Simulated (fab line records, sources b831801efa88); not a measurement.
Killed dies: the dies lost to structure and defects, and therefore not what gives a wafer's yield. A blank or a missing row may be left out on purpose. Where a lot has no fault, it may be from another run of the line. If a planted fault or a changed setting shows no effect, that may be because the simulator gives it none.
fab line records -- flow gf180mcu
record lots=24, wafers=72, last_day=34
route steps=602 shown V2@385 V3@443 V4@490
lots that met no fault: from a run of the same line without faults
start_h: hours from the record's opening day to when the first of the lot's shown wafers began -- wait_h: hours from the lot's prior step to this one -- " same as the row above -- L1.1+2: a row that stands for several wafers -- - value missing, or start not given -- * or withheld: withheld -- < > ~ a bound
route shown NAME@n: a module of which the file shows steps, and the number in the route of the first -- usual: mean and standard deviation over wafers with no fault -- same: alike in all rows -- chamber/n: place in a boat -- sites: per-site readings -- _std_site: the standard deviation of these -- _edge_site: outer sites' mean less inner sites' -- radius_mm: how far each site lies from the wafer's centre -- mask NAME#n: copy n -- behind: the last tool/chamber to shape the wafer -- hold: what put the lot on hold/how long, in hours/how the hold closed -- device: transistor that didn't switch, given as n, p or np -- end of line: tests run on the same wafers once the route is complete -- where a step has no rows: the recipe by itself -- killed: the dies lost at the first sort to structure and to defects; this is not the yield of the wafer -- map: per-die view of a wafer (x killed, . not killed, _ where there is no die)
set.NAME: the setting the step ran with; set.NAME@STEP: the setting that earlier step ran with -- model.NAME: the simulator's own value behind a step, which no gauge read
steps of the route over a sample of lots; a table a step, a row a wafer
services: a tool's chamber out of use, with start hour (start_h, from the record's first day; less than 0 if before it), hours out, and reason
## steps
# step GF_V2_THK_MEAS_03
# recipe reads=SiO2_of_V2_CVD_02
# usual V2_CVD_02_THK=855/11
lot.wafer,tool,chamber,start_h,wait_h,V2_CVD_02_THK[nm]
L074.2,film_metro-02,-,436.54,0.0,867
L074.5,film_metro-02,-,436.54,0.0,861
L074.6,film_metro-02,-,436.54,0.0,867
L075.3,film_metro-01,-,441.46,0.1,850
L075.4,film_metro-01,-,441.46,0.1,863
L075.5,film_metro-01,-,441.46,0.1,872
L076.2,film_metro-02,-,453.89,0.0,840
L076.5,film_metro-02,-,453.89,0.0,851
L076.6,film_metro-02,-,453.89,0.0,854
L077.1,film_metro-04,-,469.47,0.0,851
L077.2,film_metro-04,-,469.47,0.0,845
L077.6,film_metro-04,-,469.47,0.0,857
L078.1,film_metro-04,-,475.33,0.0,856
L078.2,film_metro-04,-,475.33,0.0,847
L078.3,film_metro-04,-,475.33,0.0,845
L079.2,film_metro-01,-,483.63,0.0,846
L079.5,film_metro-01,-,483.63,0.0,861
L079.6,film_metro-01,-,483.63,0.0,862
L080.1,film_metro-02,-,496.94,0.0,858
L080.3,film_metro-02,-,496.94,0.0,871
L080.4,film_metro-02,-,496.94,0.0,868
L081.1,film_metro-01,-,500.20,0.0,852
L081.4,film_metro-01,-,500.20,0.0,859
L081.6,film_metro-01,-,500.20,0.0,858
L082.3,film_metro-04,-,515.44,0.1,845
L082.4,film_metro-04,-,515.44,0.1,852
L082.5,film_metro-04,-,515.44,0.1,849
L083.1,film_metro-01,-,522.49,0.0,852
L083.2,film_metro-01,-,522.49,0.0,865
L083.4,film_metro-01,-,522.49,0.0,873
L084.1,film_metro-02,-,529.10,0.0,860
L084.3,film_metro-02,-,529.10,0.0,845
L084.6,film_metro-02,-,529.10,0.0,852
L085.3,film_metro-02,-,537.64,0.1,857
L085.4,film_metro-02,-,537.64,0.1,876
L085.5,film_metro-02,-,537.64,0.1,855
L086.1,film_metro-04,-,549.09,0.0,842
L086.2,film_metro-04,-,549.09,0.0,838
L086.6,film_metro-04,-,549.09,0.0,856
L087.3,film_metro-04,-,552.16,0.1,843
L087.4,film_metro-04,-,552.16,0.1,856
L087.5,film_metro-04,-,552.16,0.1,861
L088.1,film_metro-01,-,556.85,0.0,840
L088.2,film_metro-01,-,556.85,0.0,851
L088.6,film_metro-01,-,556.85,0.0,856
L089.3,film_metro-04,-,571.69,0.1,834
L089.4,film_metro-04,-,571.69,0.1,842
L089.5,film_metro-04,-,571.69,0.1,856
L090.1,film_metro-04,-,577.47,0.0,852
L090.3,film_metro-04,-,577.47,0.0,850
L090.6,film_metro-04,-,577.47,0.0,868
L091.1,film_metro-04,-,583.01,0.0,832
L091.2,film_metro-04,-,583.01,0.0,840
L091.5,film_metro-04,-,583.01,0.0,854
L092.3,film_metro-02,-,589.22,0.1,872
L092.5,film_metro-02,-,589.22,0.1,861
L092.6,film_metro-02,-,589.22,0.1,864
L093.1,film_metro-04,-,597.10,0.0,862
L093.2,film_metro-04,-,597.10,0.0,857
L093.5,film_metro-04,-,597.10,0.0,874
L094.2,film_metro-01,-,612.09,0.0,856
L094.3,film_metro-01,-,612.09,0.0,852
L094.6,film_metro-01,-,612.09,0.0,862
L095.2,film_metro-04,-,612.92,0.0,839
L095.4,film_metro-04,-,612.92,0.0,859
L095.5,film_metro-04,-,612.92,0.0,853
L096.2,film_metro-04,-,622.02,0.0,866
L096.3,film_metro-04,-,622.02,0.0,852
L096.6,film_metro-04,-,622.02,0.0,861
L097.2,film_metro-01,-,624.74,0.0,850
L097.5,film_metro-01,-,624.74,0.0,856
L097.6,film_metro-01,-,624.74,0.0,861
# step GF_V3_CD_MEAS_14
# recipe target_cd_nm=260
# usual cd_nm=259.9/1.2
lot.wafer,tool,chamber,start_h,wait_h,cd_nm
L074.2,cd_sem-01,-,511.06,0.1,261.0
L074.5,cd_sem-01,-,511.06,0.1,260.0
L074.6,cd_sem-01,-,511.06,0.1,259.8
L075.3,cd_sem-01,-,516.58,0.1,260.0
L075.4,cd_sem-01,-,516.58,0.1,259.8
L075.5,cd_sem-01,-,516.58,0.1,259.1
L076.2,cd_sem-01,-,528.28,0.1,259.4
L076.5,cd_sem-01,-,528.28,0.1,258.7
L076.6,cd_sem-01,-,528.28,0.1,258.5
L077.1,cd_sem-01,-,543.49,0.1,261.1
L077.2,cd_sem-01,-,543.49,0.1,262.4
L077.6,cd_sem-01,-,543.49,0.1,261.7
L078.1,cd_sem-02,-,549.01,0.1,262.7
L078.2,cd_sem-02,-,549.01,0.1,262.1
L078.3,cd_sem-02,-,549.01,0.1,261.8
L079.2,cd_sem-01,-,556.31,0.1,261.1
L079.5,cd_sem-01,-,556.31,0.1,260.5
L079.6,cd_sem-01,-,556.31,0.1,260.0
L080.1,cd_sem-01,-,570.27,0.4,260.4
L080.3,cd_sem-01,-,570.27,0.4,258.1
L080.4,cd_sem-01,-,570.27,0.4,259.7
L081.1,cd_sem-01,-,570.99,0.1,259.1
L081.4,cd_sem-01,-,570.99,0.1,259.4
L081.6,cd_sem-01,-,570.99,0.1,260.1
L082.3,cd_sem-01,-,586.50,0.1,260.3
L082.4,cd_sem-01,-,586.50,0.1,260.0
L082.5,cd_sem-01,-,586.50,0.1,260.3
L083.1,cd_sem-01,-,592.46,0.1,260.5
L083.2,cd_sem-01,-,592.46,0.1,259.6
L083.4,cd_sem-01,-,592.46,0.1,260.0
L084.1,cd_sem-01,-,597.81,0.1,260.6
L084.3,cd_sem-01,-,597.81,0.1,259.5
L084.6,cd_sem-01,-,597.81,0.1,259.4
L085.3,cd_sem-02,-,607.15,0.1,260.3
L085.4,cd_sem-02,-,607.15,0.1,259.8
L085.5,cd_sem-02,-,607.15,0.1,260.9
L086.1,cd_sem-02,-,619.84,0.1,261.2
L086.2,cd_sem-02,-,619.84,0.1,261.6
L086.6,cd_sem-02,-,619.84,0.1,260.2
L087.3,cd_sem-01,-,621.48,0.1,257.3
L087.4,cd_sem-01,-,621.48,0.1,259.2
L087.5,cd_sem-01,-,621.48,0.1,258.1
L088.1,cd_sem-01,-,625.16,0.1,258.5
L088.2,cd_sem-01,-,625.16,0.1,257.7
L088.6,cd_sem-01,-,625.16,0.1,258.6
L089.3,cd_sem-02,-,637.93,0.1,259.9
L089.4,cd_sem-02,-,637.93,0.1,259.8
L089.5,cd_sem-02,-,637.93,0.1,259.0
L090.1,cd_sem-02,-,644.15,0.1,257.3
L090.3,cd_sem-02,-,644.15,0.1,258.2
L090.6,cd_sem-02,-,644.15,0.1,259.4
L091.1,cd_sem-01,-,648.74,0.1,261.3
L091.2,cd_sem-01,-,648.74,0.1,261.6
L091.5,cd_sem-01,-,648.74,0.1,262.2
L092.3,cd_sem-01,-,652.43,0.1,258.9
L092.5,cd_sem-01,-,652.43,0.1,258.6
L092.6,cd_sem-01,-,652.43,0.1,259.4
L093.1,cd_sem-01,-,663.65,0.2,260.0
L093.2,cd_sem-01,-,663.65,0.2,258.8
L093.5,cd_sem-01,-,663.65,0.2,259.3
L094.2,cd_sem-02,-,674.33,0.1,260.4
L094.3,cd_sem-02,-,674.33,0.1,260.3
L094.6,cd_sem-02,-,674.33,0.1,259.7
L095.2,cd_sem-02,-,675.62,0.1,260.9
L095.4,cd_sem-02,-,675.62,0.1,258.8
L095.5,cd_sem-02,-,675.62,0.1,259.7
L096.2,cd_sem-01,-,684.44,0.2,259.3
L096.3,cd_sem-01,-,684.44,0.2,258.4
L096.6,cd_sem-01,-,684.44,0.2,258.8
L097.2,cd_sem-01,-,685.77,0.1,260.5
L097.5,cd_sem-01,-,685.77,0.1,260.4
L097.6,cd_sem-01,-,685.77,0.1,260.7
# step GF_V3_SPUTTER_22
# recipe material=TiN, target_thk_nm=10, chamber_pressure_pa=5, power_w=4000, time_s=40
# usual throttle_valve_pct=30.3/1.1
lot.wafer,tool,chamber,start_h,wait_h,throttle_valve_pct
L074.2,pvd_sputter-03,-,511.94,0.0,29.4
L074.5,pvd_sputter-03,-,511.94,0.0,28.2
L074.6,pvd_sputter-03,-,511.94,0.0,31.7
L075.3,pvd_sputter-02,-,517.43,0.0,30.7
L075.4,pvd_sputter-02,-,517.43,0.0,29.6
L075.5,pvd_sputter-02,-,517.43,0.0,29.6
L076.2,pvd_sputter-01,-,529.14,0.0,31.0
L076.5,pvd_sputter-01,-,529.14,0.0,31.0
L076.6,pvd_sputter-01,-,529.14,0.0,29.7
L077.1,pvd_sputter-03,-,544.41,0.0,31.0
L077.2,pvd_sputter-03,-,544.41,0.0,31.6
L077.6,pvd_sputter-03,-,544.41,0.0,31.0
L078.1,pvd_sputter-01,-,549.89,0.0,30.7
L078.2,pvd_sputter-01,-,549.89,0.0,29.7
L078.3,pvd_sputter-01,-,549.89,0.0,31.2
L079.2,pvd_sputter-02,-,557.17,0.0,31.6
L079.5,pvd_sputter-02,-,557.17,0.0,30.4
L079.6,pvd_sputter-02,-,557.17,0.0,31.8
L080.1,pvd_sputter-01,-,571.16,0.0,30.9
L080.3,pvd_sputter-01,-,571.16,0.0,29.7
L080.4,pvd_sputter-01,-,571.16,0.0,31.5
L081.1,pvd_sputter-01,-,571.88,0.0,31.7
L081.4,pvd_sputter-01,-,571.88,0.0,31.1
L081.6,pvd_sputter-01,-,571.88,0.0,30.8
L082.3,pvd_sputter-03,-,587.37,0.0,29.2
L082.4,pvd_sputter-03,-,587.37,0.0,31.4
L082.5,pvd_sputter-03,-,587.37,0.0,28.3
L083.1,pvd_sputter-03,-,593.40,0.0,29.4
L083.2,pvd_sputter-03,-,593.40,0.0,28.2
L083.4,pvd_sputter-03,-,593.40,0.0,31.4
L084.1,pvd_sputter-02,-,598.69,0.0,30.6
L084.3,pvd_sputter-02,-,598.69,0.0,29.7
L084.6,pvd_sputter-02,-,598.69,0.0,31.5
L085.3,pvd_sputter-02,-,608.07,0.0,31.9
L085.4,pvd_sputter-02,-,608.07,0.0,29.9
L085.5,pvd_sputter-02,-,608.07,0.0,30.6
L086.1,pvd_sputter-01,-,620.76,0.0,31.6
L086.2,pvd_sputter-01,-,620.76,0.0,31.1
L086.6,pvd_sputter-01,-,620.76,0.0,31.0
L087.3,pvd_sputter-02,-,622.42,0.0,31.9
L087.4,pvd_sputter-02,-,622.42,0.0,30.6
L087.5,pvd_sputter-02,-,622.42,0.0,30.8
L088.1,pvd_sputter-03,-,626.04,0.0,31.4
L088.2,pvd_sputter-03,-,626.04,0.0,31.1
L088.6,pvd_sputter-03,-,626.04,0.0,28.2
L089.3,pvd_sputter-02,-,638.83,0.0,31.7
L089.4,pvd_sputter-02,-,638.83,0.0,30.4
L089.5,pvd_sputter-02,-,638.83,0.0,29.1
L090.1,pvd_sputter-02,-,645.06,0.0,30.5
L090.3,pvd_sputter-02,-,645.06,0.0,29.3
L090.6,pvd_sputter-02,-,645.06,0.0,31.8
L091.1,pvd_sputter-02,-,649.65,0.0,30.8
L091.2,pvd_sputter-02,-,649.65,0.0,29.8
L091.5,pvd_sputter-02,-,649.65,0.0,29.6
L092.3,pvd_sputter-03,-,653.34,0.0,28.5
L092.5,pvd_sputter-03,-,653.34,0.0,31.4
L092.6,pvd_sputter-03,-,653.34,0.0,29.2
L093.1,pvd_sputter-03,-,664.53,0.0,29.3
L093.2,pvd_sputter-03,-,664.53,0.0,28.0
L093.5,pvd_sputter-03,-,664.53,0.0,28.3
L094.2,pvd_sputter-01,-,675.22,0.0,29.6
L094.3,pvd_sputter-01,-,675.22,0.0,31.2
L094.6,pvd_sputter-01,-,675.22,0.0,29.5
L095.2,pvd_sputter-03,-,676.48,0.0,31.5
L095.4,pvd_sputter-03,-,676.48,0.0,29.4
L095.5,pvd_sputter-03,-,676.48,0.0,28.3
L096.2,pvd_sputter-01,-,685.52,0.0,31.4
L096.3,pvd_sputter-01,-,685.52,0.0,29.5
L096.6,pvd_sputter-01,-,685.52,0.0,31.7
L097.2,pvd_sputter-01,-,686.76,0.0,31.5
L097.5,pvd_sputter-01,-,686.76,0.0,30.8
L097.6,pvd_sputter-01,-,686.76,0.0,29.4
# step GF_V4_CD_MEAS_14
# recipe target_cd_nm=260
# usual cd_nm=259.5/1.3
lot.wafer,tool,chamber,start_h,wait_h,cd_nm
L074.2,cd_sem-01,-,559.06,0.1,257.9
L074.5,cd_sem-01,-,559.06,0.1,257.5
L074.6,cd_sem-01,-,559.06,0.1,258.1
L075.3,cd_sem-01,-,564.38,0.1,259.6
L075.4,cd_sem-01,-,564.38,0.1,258.9
L075.5,cd_sem-01,-,564.38,0.1,259.6
L076.2,cd_sem-01,-,575.65,0.1,262.1
L076.5,cd_sem-01,-,575.65,0.1,261.1
L076.6,cd_sem-01,-,575.65,0.1,261.1
L077.1,cd_sem-01,-,590.94,0.1,256.6
L077.2,cd_sem-01,-,590.94,0.1,258.2
L077.6,cd_sem-01,-,590.94,0.1,258.0
L078.1,cd_sem-01,-,595.71,0.2,260.0
L078.2,cd_sem-01,-,595.71,0.2,259.6
L078.3,cd_sem-01,-,595.71,0.2,260.1
L079.2,cd_sem-01,-,602.31,0.1,258.5
L079.5,cd_sem-01,-,602.31,0.1,257.9
L079.6,cd_sem-01,-,602.31,0.1,259.2
L080.1,cd_sem-01,-,616.08,0.1,261.5
L080.3,cd_sem-01,-,616.08,0.1,260.8
L080.4,cd_sem-01,-,616.08,0.1,262.2
L081.1,cd_sem-01,-,619.14,0.1,260.9
L081.4,cd_sem-01,-,619.14,0.1,260.6
L081.6,cd_sem-01,-,619.14,0.1,260.4
L082.3,cd_sem-02,-,629.43,0.1,257.9
L082.4,cd_sem-02,-,629.43,0.1,256.8
L082.5,cd_sem-02,-,629.43,0.1,258.3
L083.1,cd_sem-02,-,637.54,0.1,258.9
L083.2,cd_sem-02,-,637.54,0.1,260.5
L083.4,cd_sem-02,-,637.54,0.1,259.3
L084.1,cd_sem-01,-,644.14,0.1,259.7
L084.3,cd_sem-01,-,644.14,0.1,260.5
L084.6,cd_sem-01,-,644.14,0.1,260.2
L085.3,cd_sem-02,-,650.97,0.1,260.6
L085.4,cd_sem-02,-,650.97,0.1,260.4
L085.5,cd_sem-02,-,650.97,0.1,259.4
L086.1,cd_sem-02,-,661.74,0.1,256.6
L086.2,cd_sem-02,-,661.74,0.1,258.8
L086.6,cd_sem-02,-,661.74,0.1,256.3
L087.3,cd_sem-02,-,664.33,0.1,259.3
L087.4,cd_sem-02,-,664.33,0.1,259.0
L087.5,cd_sem-02,-,664.33,0.1,259.4
L088.1,cd_sem-01,-,668.51,0.2,259.1
L088.2,cd_sem-01,-,668.51,0.2,259.3
L088.6,cd_sem-01,-,668.51,0.2,259.2
L089.3,cd_sem-02,-,679.36,0.2,259.1
L089.4,cd_sem-02,-,679.36,0.2,259.1
L089.5,cd_sem-02,-,679.36,0.2,259.3
L090.1,cd_sem-01,-,685.94,0.1,259.8
L090.3,cd_sem-01,-,685.94,0.1,259.3
L090.6,cd_sem-01,-,685.94,0.1,260.0
L091.1,cd_sem-01,-,691.56,0.2,259.8
L091.2,cd_sem-01,-,691.56,0.2,259.5
L091.5,cd_sem-01,-,691.56,0.2,260.8
L092.3,cd_sem-02,-,693.52,0.1,259.9
L092.5,cd_sem-02,-,693.52,0.1,259.4
L092.6,cd_sem-02,-,693.52,0.1,259.9
L093.1,cd_sem-01,-,704.54,0.1,261.0
L093.2,cd_sem-01,-,704.54,0.1,259.1
L093.5,cd_sem-01,-,704.54,0.1,258.4
L094.2,cd_sem-02,-,714.36,0.1,258.4
L094.3,cd_sem-02,-,714.36,0.1,258.6
L094.6,cd_sem-02,-,714.36,0.1,257.9
L095.2,cd_sem-02,-,715.91,0.1,258.9
L095.4,cd_sem-02,-,715.91,0.1,259.5
L095.5,cd_sem-02,-,715.91,0.1,259.2
L096.2,cd_sem-01,-,724.66,0.1,261.4
L096.3,cd_sem-01,-,724.66,0.1,262.1
L096.6,cd_sem-01,-,724.66,0.1,261.1
L097.2,cd_sem-02,-,725.91,0.1,260.6
L097.5,cd_sem-02,-,725.91,0.1,259.5
L097.6,cd_sem-02,-,725.91,0.1,261.8
# step GF_V4_ETCH_16
# recipe chemistry=N2/H2, target_depth_a=withheld, overetch_a=withheld, time_s=withheld, target=BARC, ion_energy_ev=200, source_w=500, bias_w=100, pressure_mtorr=30, n2_flow_sccm=100, h2_flow_sccm=200
# usual drypump_motor_current_A=5.8/0.49, n2_flow_sccm=100.05/0.27, oes_product_au=0.855/0.0048, throttle_valve_pct=13.224/0.009
lot.wafer,tool,chamber,start_h,wait_h,drypump_motor_current_A,n2_flow_sccm,oes_product_au,throttle_valve_pct
L074.2,rie_diel-03,3,559.19,0.0,5.5,99.60,0.860,13.213
L074.5,rie_diel-03,2,559.19,0.0,6.6,100.25,0.848,13.221
L074.6,rie_diel-03,1,559.19,0.0,6.1,100.02,0.852,13.221
L075.3,rie_diel-04,1,564.55,0.0,5.4,100.13,0.854,13.228
L075.4,rie_diel-04,2,564.55,0.0,5.0,100.48,0.852,13.217
L075.5,rie_diel-04,2,564.55,0.0,5.0,100.40,0.858,13.212
L076.2,rie_diel-02,2,575.78,0.0,6.1,100.15,0.852,13.234
L076.5,rie_diel-02,0,575.78,0.0,5.5,100.46,0.854,13.224
L076.6,rie_diel-02,1,575.78,0.0,6.0,100.19,0.859,13.232
L077.1,rie_diel-04,3,591.09,0.0,5.8,100.08,0.857,13.238
L077.2,rie_diel-04,2,591.09,0.0,5.0,100.17,0.857,13.226
L077.6,rie_diel-04,2,591.09,0.0,5.0,100.36,0.852,13.231
L078.1,rie_diel-03,2,595.87,0.0,6.6,100.33,0.855,13.225
L078.2,rie_diel-03,3,595.87,0.0,5.5,100.10,0.848,13.220
L078.3,rie_diel-03,1,595.87,0.0,6.0,100.31,0.859,13.226
L079.2,rie_diel-04,3,602.44,0.0,5.9,99.82,0.862,13.212
L079.5,rie_diel-04,1,602.44,0.0,5.4,100.12,0.852,13.223
L079.6,rie_diel-04,2,602.44,0.0,5.0,100.32,0.856,13.215
L080.1,rie_diel-02,3,616.23,0.0,6.2,99.47,0.858,13.224
L080.3,rie_diel-02,2,616.23,0.0,6.1,99.56,0.857,13.215
L080.4,rie_diel-02,1,616.23,0.0,6.0,100.05,0.858,13.231
L081.1,rie_diel-04,0,619.29,0.0,6.5,99.83,0.865,13.227
L081.4,rie_diel-04,2,619.29,0.0,5.0,100.27,0.853,13.224
L081.6,rie_diel-04,2,619.29,0.0,5.0,100.30,0.861,13.232
L082.3,rie_diel-04,1,629.55,0.0,5.4,100.57,0.863,13.209
L082.4,rie_diel-04,2,629.55,0.0,5.0,100.24,0.857,13.217
L082.5,rie_diel-04,1,629.55,0.0,5.4,100.23,0.861,13.215
L083.1,rie_diel-02,0,637.69,0.0,5.5,99.85,0.857,13.238
L083.2,rie_diel-02,3,637.69,0.0,6.2,100.51,0.854,13.219
L083.4,rie_diel-02,2,637.69,0.0,6.1,100.19,0.862,13.212
L084.1,rie_diel-03,3,644.29,0.0,5.5,99.97,0.854,13.213
L084.3,rie_diel-03,1,644.29,0.0,6.0,100.15,0.856,13.223
L084.6,rie_diel-03,3,644.29,0.0,5.5,100.13,0.854,13.230
L085.3,rie_diel-02,2,651.08,0.0,6.1,99.87,0.852,13.202
L085.4,rie_diel-02,3,651.08,0.0,6.2,100.03,0.852,13.217
L085.5,rie_diel-02,3,651.08,0.0,6.2,99.81,0.850,13.231
L086.1,rie_diel-03,1,661.90,0.0,6.1,99.60,0.862,13.224
L086.2,rie_diel-03,3,661.90,0.0,5.5,100.12,0.859,13.214
L086.6,rie_diel-03,0,661.90,0.0,5.8,100.08,0.853,13.233
L087.3,rie_diel-04,3,664.45,0.0,5.8,99.99,0.851,13.229
L087.4,rie_diel-04,1,664.45,0.0,5.4,100.49,0.850,13.225
L087.5,rie_diel-04,2,664.45,0.0,5.0,99.45,0.858,13.232
L088.1,rie_diel-02,0,668.66,0.0,5.5,99.87,0.864,13.218
L088.2,rie_diel-02,1,668.66,0.0,6.0,99.85,0.845,13.217
L088.6,rie_diel-02,0,668.66,0.0,5.5,99.79,0.859,13.233
L089.3,rie_diel-04,1,679.48,0.0,5.4,99.70,0.853,13.244
L089.4,rie_diel-04,3,679.48,0.0,5.9,100.11,0.862,13.218
L089.5,rie_diel-04,1,679.48,0.0,5.4,99.85,0.851,13.226
L090.1,rie_diel-04,2,686.09,0.0,5.0,99.94,0.857,13.209
L090.3,rie_diel-04,0,686.09,0.0,6.6,99.93,0.862,13.230
L090.6,rie_diel-04,2,686.09,0.0,5.0,99.99,0.856,13.236
L091.1,rie_diel-02,0,691.72,0.0,5.5,100.23,0.862,13.228
L091.2,rie_diel-02,2,691.72,0.0,6.1,100.01,0.856,13.212
L091.5,rie_diel-02,1,691.72,0.0,6.0,100.21,0.851,13.229
L092.3,rie_diel-04,3,693.63,0.0,5.9,99.92,0.853,13.216
L092.5,rie_diel-04,0,693.63,0.0,6.5,100.29,0.841,13.232
L092.6,rie_diel-04,1,693.63,0.0,5.4,99.82,0.858,13.221
L093.1,rie_diel-03,3,704.69,0.0,5.5,100.22,0.857,13.229
L093.2,rie_diel-03,0,704.69,0.0,5.7,99.91,0.859,13.233
L093.5,rie_diel-03,3,704.69,0.0,5.4,100.13,0.863,13.224
L094.2,rie_diel-02,3,714.49,0.0,6.2,100.30,0.854,13.235
L094.3,rie_diel-02,1,714.49,0.0,6.0,100.08,0.860,13.219
L094.6,rie_diel-02,2,714.49,0.0,6.1,100.40,0.856,13.217
L095.2,rie_diel-03,0,716.05,0.0,5.8,99.70,0.857,13.222
L095.4,rie_diel-03,1,716.05,0.0,6.1,99.20,0.852,13.216
L095.5,rie_diel-03,0,716.05,0.0,5.7,99.74,0.860,13.213
L096.2,rie_diel-04,3,724.80,0.0,5.9,99.74,0.861,13.216
L096.3,rie_diel-04,0,724.80,0.0,6.5,99.96,0.852,13.228
L096.6,rie_diel-04,2,724.80,0.0,5.0,100.31,0.844,13.227
L097.2,rie_diel-04,3,726.04,0.0,5.9,99.74,0.859,13.239
L097.5,rie_diel-04,2,726.04,0.0,5.0,100.08,0.854,13.215
L097.6,rie_diel-04,3,726.04,0.0,5.9,99.65,0.861,13.247
# step GF_V4_RS_MEAS_24
# recipe thk_meas_gauge=four-point-probe, reads=W_of_V4_CVD_23+TiN_of_V4_SPUTTER_22+Ti_of_V4_SPUTTER_21
# usual V4_W_RS=0.326/0.0036
lot.wafer,tool,chamber,start_h,wait_h,V4_W_RS[ohm/sq]
L074.2,film_metro-02,-,560.12,0.1,0.324
L074.5,film_metro-02,-,560.12,0.1,0.329
L074.6,film_metro-02,-,560.12,0.1,0.326
L075.3,film_metro-04,-,565.51,0.1,0.330
L075.4,film_metro-04,-,565.51,0.1,0.332
L075.5,film_metro-04,-,565.51,0.1,0.325
L076.2,film_metro-01,-,576.68,0.1,0.323
L076.5,film_metro-01,-,576.68,0.1,0.322
L076.6,film_metro-01,-,576.68,0.1,0.324
L077.1,film_metro-01,-,591.98,0.1,0.324
L077.2,film_metro-01,-,591.98,0.1,0.324
L077.6,film_metro-01,-,591.98,0.1,0.322
L078.1,film_metro-01,-,596.75,0.1,0.333
L078.2,film_metro-01,-,596.75,0.1,0.326
L078.3,film_metro-01,-,596.75,0.1,0.329
L079.2,film_metro-01,-,603.34,0.1,0.322
L079.5,film_metro-01,-,603.34,0.1,0.322
L079.6,film_metro-01,-,603.34,0.1,0.319
L080.1,film_metro-04,-,617.15,0.1,0.322
L080.3,film_metro-04,-,617.15,0.1,0.328
L080.4,film_metro-04,-,617.15,0.1,0.323
L081.1,film_metro-02,-,620.17,0.1,0.325
L081.4,film_metro-02,-,620.17,0.1,0.329
L081.6,film_metro-02,-,620.17,0.1,0.326
L082.3,film_metro-02,-,630.47,0.1,0.323
L082.4,film_metro-02,-,630.47,0.1,0.322
L082.5,film_metro-02,-,630.47,0.1,0.320
L083.1,film_metro-04,-,638.58,0.1,0.330
L083.2,film_metro-04,-,638.58,0.1,0.331
L083.4,film_metro-04,-,638.58,0.1,0.327
L084.1,film_metro-01,-,645.17,0.1,0.328
L084.3,film_metro-01,-,645.17,0.1,0.328
L084.6,film_metro-01,-,645.17,0.1,0.326
L085.3,film_metro-01,-,652.01,0.1,0.331
L085.4,film_metro-01,-,652.01,0.1,0.331
L085.5,film_metro-01,-,652.01,0.1,0.330
L086.1,film_metro-04,-,662.79,0.1,0.321
L086.2,film_metro-04,-,662.79,0.1,0.323
L086.6,film_metro-04,-,662.79,0.1,0.327
L087.3,film_metro-01,-,665.39,0.1,0.323
L087.4,film_metro-01,-,665.39,0.1,0.328
L087.5,film_metro-01,-,665.39,0.1,0.330
L088.1,film_metro-04,-,669.57,0.1,0.331
L088.2,film_metro-04,-,669.57,0.1,0.328
L088.6,film_metro-04,-,669.57,0.1,0.328
L089.3,film_metro-01,-,680.40,0.1,0.324
L089.4,film_metro-01,-,680.40,0.1,0.326
L089.5,film_metro-01,-,680.40,0.1,0.324
L090.1,film_metro-04,-,687.07,0.1,0.317
L090.3,film_metro-04,-,687.07,0.1,0.322
L090.6,film_metro-04,-,687.07,0.1,0.318
L091.1,film_metro-02,-,692.71,0.2,0.330
L091.2,film_metro-02,-,692.71,0.2,0.326
L091.5,film_metro-02,-,692.71,0.2,0.331
L092.3,film_metro-02,-,694.55,0.1,0.329
L092.5,film_metro-02,-,694.55,0.1,0.320
L092.6,film_metro-02,-,694.55,0.1,0.326
L093.1,film_metro-01,-,705.57,0.1,0.323
L093.2,film_metro-01,-,705.57,0.1,0.327
L093.5,film_metro-01,-,705.57,0.1,0.323
L094.2,film_metro-01,-,715.40,0.1,0.328
L094.3,film_metro-01,-,715.40,0.1,0.326
L094.6,film_metro-01,-,715.40,0.1,0.322
L095.2,film_metro-02,-,716.94,0.1,0.321
L095.4,film_metro-02,-,716.94,0.1,0.321
L095.5,film_metro-02,-,716.94,0.1,0.326
L096.2,film_metro-01,-,725.69,0.1,0.327
L096.3,film_metro-01,-,725.69,0.1,0.326
L096.6,film_metro-01,-,725.69,0.1,0.327
L097.2,film_metro-01,-,726.94,0.1,0.323
L097.5,film_metro-01,-,726.94,0.1,0.325
L097.6,film_metro-01,-,726.94,0.1,0.325
## services
tool,chamber,start_h,hours,kind
rie_diel-03,-,500.29,2.8,pm
pvd_sputter-02,-,525.45,3.6,repair
pvd_sputter-02,-,527.63,2.9,repair
rie_diel-03,3,546.24,1.5,repair
rie_diel-04,0,550.18,15.9,repair
rie_diel-04,3,559.48,12.6,repair
pvd_sputter-01,2,573.05,-,consumable_replace:kit
rie_diel-03,0,575.41,5.4,repair
rie_diel-03,1,599.87,6.2,repair
rie_diel-03,3,605.07,9.0,repair
rie_diel-03,3,625.75,4.9,repair
pvd_sputter-02,-,626.63,2.1,repair
rie_diel-03,0,642.79,2.7,repair
pvd_sputter-02,-,664.55,3.9,repair
rie_diel-02,2,668.61,6.6,repair
rie_diel-03,-,677.18,1.0,repair
rie_diel-03,1,688.34,1.3,repair
rie_diel-03,2,701.43,1.4,repair
rie_diel-02,0,713.86,16.8,repair
rie_diel-04,1,714.98,7.3,repair
rie_diel-04,1,722.29,-,clean
rie_diel-04,1,722.29,24.9,scheduled_down
rie_diel-04,1,722.29,24.9,vent_cycle
pvd_sputter-02,-,722.40,2.6,repair
## key
fault none
